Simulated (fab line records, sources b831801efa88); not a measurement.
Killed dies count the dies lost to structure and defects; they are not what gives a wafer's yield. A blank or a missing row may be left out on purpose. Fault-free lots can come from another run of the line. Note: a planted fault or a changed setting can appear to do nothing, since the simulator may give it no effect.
Which tool is to blame? -- flow sky130 -- route of 708 steps, sampled at 1 step: 11 lots, 33 wafers

WHAT THE GAUGES READ, wafer by wafer
SKY_VIA1_OVL_MEAS_13.
lot,measured,on,VIA1_OVL (nm)
L176,day 33 16:19,overlay-02,2 1 3
L177,day 34 00:04,overlay-01,-4 -2 -2
L180,day 34 21:53,overlay-02,-3 -12 -8
L186,day 37 05:09,overlay-01,4 9 13
L187,day 37 06:29,overlay-01,10 7 0
L188,day 37 13:51,overlay-01,11 4 7
L190,day 38 03:37,overlay-02,1 4 10
L192,day 38 19:22,overlay-01,8 2 1
L199,day 41 09:22,overlay-01,7 0 0
L197,day 41 10:50,overlay-01,-4 -2 5
L198,day 41 15:40,overlay-02,5 5 0

EACH LOT AND THE TOOL THAT RAN IT (in order: tool; ch and the chambers of the sampled wafers; start)
The record shows no process step preceding these readings.

THE ANSWER, worked out from the rows above alone
Rule: the lots themselves supply what counts as usual. Put in order of their means at a reading, lots are off if they are a third of the lots or fewer, leave a main group of 4 or more, and stand apart from it by a gap of 3 or more times the standard deviation of the main group's means; of several such gaps the widest counts. Not used: any main group whose means are identical at the precision the tables above print for the reading. A lot without any number at a reading at which 4 lots or more have one is off too. All remaining lots with rows at the step are treated as sound.
None of the lots is off at any reading shown; this tells nothing.

WHAT WAS PUT IN BY THE SIMULATOR
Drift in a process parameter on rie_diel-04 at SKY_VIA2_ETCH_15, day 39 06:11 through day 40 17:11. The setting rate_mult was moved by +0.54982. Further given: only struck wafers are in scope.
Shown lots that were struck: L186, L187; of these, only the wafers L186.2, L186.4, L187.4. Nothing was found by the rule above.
